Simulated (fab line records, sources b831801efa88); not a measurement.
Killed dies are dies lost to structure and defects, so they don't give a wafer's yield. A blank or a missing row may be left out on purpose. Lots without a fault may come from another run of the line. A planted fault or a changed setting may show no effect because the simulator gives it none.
Which tool did it? | flow sky130 | 14 lots, 42 wafers sampled, at 2 steps of a route of 708

WHAT THE GAUGES READ, wafer by wafer
SKY_METAL4_CD_MEAS_13: target cd 300 nm. Usual: cd_nm 299.6 nm, standard deviation 1.3.
lot  | measured     | on        | cd_nm (nm)        | flag
L229 | day 41 11:06 | cd_sem-02 | 297.7 299.7 298.7 |
L230 | day 41 15:40 | cd_sem-02 | 298.7 298.2 298.6 |
L231 | day 42 00:24 | cd_sem-02 | 299.2 298.0 299.7 |
L232 | day 42 13:49 | cd_sem-02 | 299.2 299.9 299.6 |
L234 | day 43 01:03 | cd_sem-02 | 300.8 298.7 297.8 |
L235 | day 43 10:11 | cd_sem-02 | 301.2 299.8 302.3 |
L237 | day 43 23:15 | cd_sem-01 | 297.6 299.1 298.3 |
L238 | day 44 04:16 | cd_sem-01 | 296.8 298.2 297.9 |
L239 | day 44 12:57 | cd_sem-02 | 217.5 298.4 215.8 | OFF
L240 | day 44 19:43 | cd_sem-02 | 301.9 300.5 222.0 | OFF
L241 | day 45 02:40 | cd_sem-02 | 221.0 298.6 298.2 | OFF
L250 | day 47 08:00 | cd_sem-02 | 300.1 300.7 299.8 |
L251 | day 47 16:31 | cd_sem-02 | 300.3 300.7 301.3 |
L252 | day 47 19:13 | cd_sem-02 | 300.1 299.9 299.2 |

WHICH TOOL RAN EACH LOT (tool, then ch and the chambers of the sampled wafers, then the start)
lot  | SKY_METAL4_EXPOSE_10
L229 | krf_scanner-02 ch 0, day 40 23:36
L230 | krf_scanner-02 ch 0, day 41 04:01
L231 | krf_scanner-01 ch 0, day 41 12:40
L232 | krf_scanner-01 ch 0, day 42 02:07
L234 | krf_scanner-01 ch 0, day 42 13:18
L235 | krf_scanner-01 ch 0, day 42 23:26
L237 | krf_scanner-01 ch 0, day 43 12:08
L238 | krf_scanner-01 ch 0, day 43 17:25
L239 | krf_scanner-01 ch 0, day 44 02:14
L240 | krf_scanner-01 ch 0, day 44 08:31
L241 | krf_scanner-01 ch 0, day 44 16:08
L250 | krf_scanner-02 ch 0, day 46 22:27
L251 | krf_scanner-02 ch 0, day 47 07:01
L252 | krf_scanner-02 ch 0, day 47 09:34
- SKY_METAL4_EXPOSE_10: exposes mask MM4, target cd 300 nm.

WHAT THE TOOLS THEMSELVES READ (means of the sampled wafers that have a number; where no wafer has one, the mark that the record gives instead)
SKY_METAL4_EXPOSE_10. Usual: exposure_dose_mJ_cm2 28.03, standard deviation 0.11; reticle_temp_C 22.99 C, standard deviation 0.1.
lot  | tool           | exposure_dose_mJ_cm2 | reticle_temp_C (C) | flag
L229 | krf_scanner-02 | 28.18                | 22.90              |
L230 | krf_scanner-02 | 28.20                | 23.01              |
L231 | krf_scanner-01 | 27.98                | 23.00              |
L232 | krf_scanner-01 | 27.94                | 22.94              |
L234 | krf_scanner-01 | 27.94                | 22.93              |
L235 | krf_scanner-01 | 27.94                | 23.01              |
L237 | krf_scanner-01 | 27.97                | 23.01              |
L238 | krf_scanner-01 | 27.91                | 22.90              |
L239 | krf_scanner-01 | 27.96                | 23.03              |
L240 | krf_scanner-01 | 27.99                | 22.95              |
L241 | krf_scanner-01 | 27.98                | 23.14              |
L250 | krf_scanner-02 | 28.16                | 22.94              |
L251 | krf_scanner-02 | 28.20                | 22.80              |
L252 | krf_scanner-02 | 28.16                | 22.96              |

THE ANSWER, worked out from the rows above alone
Rule: a lot is off if the mean of its wafers that have a number lies more than 3 standard deviations from the usual mean. A lot without any number at a reading at which 4 lots or more have one is off too. The other lots that the step has rows for count as sound. The gauges are gone through in route order, then the tools' own readings, and for those a lot's mean is taken as printed above. The first step at which some lot is off is used, and at that step the reading that is off furthest; a lot without a number counts as furthest.
Off: L239, L240, L241, at SKY_METAL4_CD_MEAS_13 (cd_nm).
A tool fits if, at a process step before that reading, it ran every lot that is off, and no sound lot after the first of them. The gauges at SKY_METAL4_CD_MEAS_13 are tried like those tools. One fits: krf_scanner-01 at SKY_METAL4_EXPOSE_10. Its last sound lot is L238 (day 43 17:25), its first lot that is off L239 (day 44 02:14): a fault that began between those two fits.

WHAT THE SIMULATOR HAD PUT IN
Process parameter drift: krf_scanner-01, from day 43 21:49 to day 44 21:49, at SKY_METAL4_EXPOSE_10. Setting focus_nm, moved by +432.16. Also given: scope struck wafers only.
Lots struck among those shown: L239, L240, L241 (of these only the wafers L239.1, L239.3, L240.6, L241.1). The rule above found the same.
